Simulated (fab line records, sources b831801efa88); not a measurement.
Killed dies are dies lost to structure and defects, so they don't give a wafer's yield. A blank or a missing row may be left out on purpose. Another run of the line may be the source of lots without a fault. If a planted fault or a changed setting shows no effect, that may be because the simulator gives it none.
Which tool was responsible?	flow sky130	Sampling: 10 lots, 30 wafers, 3 of 708 route steps

== WHAT THE GAUGES READ, wafer by wafer ==
SKY_VIA2_RS_MEAS_22: measures by four-point-probe.
lot	measured	on	VIA2_W_RS (ohm/sq)
L410	day 37 05:20	film metro-03	0.270 0.409 0.275 0.270 0.409 0.275
L412	day 37 18:17	film metro-01	0.271 0.414 0.271 0.271 0.414 0.272
L416	day 38 23:43	film metro-02	0.277 0.275 0.273
L421	day 40 17:59	film metro-02	0.276 0.274 0.277
L423	day 41 02:32	film metro-01	0.274 0.264 0.276
L424	day 41 11:46	film metro-02	0.267 0.269 0.277
L425	day 42 01:01	film metro-03	0.279 0.280 0.279
L428	day 42 15:42	film metro-03	0.273 0.267 0.273
L429	day 43 01:18	film metro-01	0.267 0.272 0.264
L430	day 43 04:31	film metro-02	0.268 0.275 0.274

== WHICH TOOL RAN EACH LOT (tool, then ch and the chambers of the sampled wafers, then the start) ==
lot	SKY_PWDE_STRIP_09	SKY_VIA2_CVD_21
L410	plasma asher-02 ch 0,1, day 4 14:05	cvd w-01 ch 0,1, day 37 05:11
L412	plasma asher-02 ch 0,1, day 5 00:20	cvd w-01 ch 0,1, day 37 18:10
L416	plasma asher-02 ch 0,1, day 5 22:11	cvd w-02 ch 0,1, day 38 23:34
L421	plasma asher-02 ch 1, day 7 01:50	cvd w-02 ch 0,1, day 40 17:50
L423	plasma asher-03 ch 0,1, day 7 13:37	cvd w-01 ch 0,1, day 41 02:24
L424	plasma asher-03 ch 0,1, day 7 20:10	cvd w-01 ch 0,1, day 41 11:37
L425	plasma asher-04 ch 0,1, day 8 03:53	cvd w-02 ch 0, day 42 00:52
L428	plasma asher-04 ch 0,1, day 8 21:14	cvd w-01 ch 0,1, day 42 15:34
L429	plasma asher-02 ch 0, day 9 04:17	cvd w-01 ch 0,1, day 43 01:09
L430	plasma asher-02 ch 0, day 9 07:32	cvd w-01 ch 0,1, day 43 04:22
- SKY_PWDE_STRIP_09: strips in O2/N2.
- SKY_VIA2_CVD_21: deposits W, target thk 420 nm, time 126.4 s.

== THE ANSWER, worked out from the rows above alone ==
Rule: what is usual is taken from the lots themselves. Put in order of their means at a reading, lots are off if they are a third of the lots or fewer, leave a main group of 4 or more, and stand apart from it by a gap of 3 or more times the standard deviation of the main group's means; of several such gaps the widest counts. A main group whose means are all the same, to the digits that the tables above print for the reading, isn't used. A lot without any number at a reading at which 4 lots or more have one is off too. All remaining lots with rows at the step are treated as sound.
Off: at SKY_VIA2_RS_MEAS_22 (VIA2_W_RS), L410, L412. The main group: mean 0.273 ohm/sq, standard deviation 0.0034.
If a tool, at a process step before that reading, ran all the lots that are off and no sound lot after the first of them, it fits. Gauges at SKY_VIA2_RS_MEAS_22: tried the same way as those tools. None of those tried fits.

== WHAT THE SIMULATOR PUT IN ==
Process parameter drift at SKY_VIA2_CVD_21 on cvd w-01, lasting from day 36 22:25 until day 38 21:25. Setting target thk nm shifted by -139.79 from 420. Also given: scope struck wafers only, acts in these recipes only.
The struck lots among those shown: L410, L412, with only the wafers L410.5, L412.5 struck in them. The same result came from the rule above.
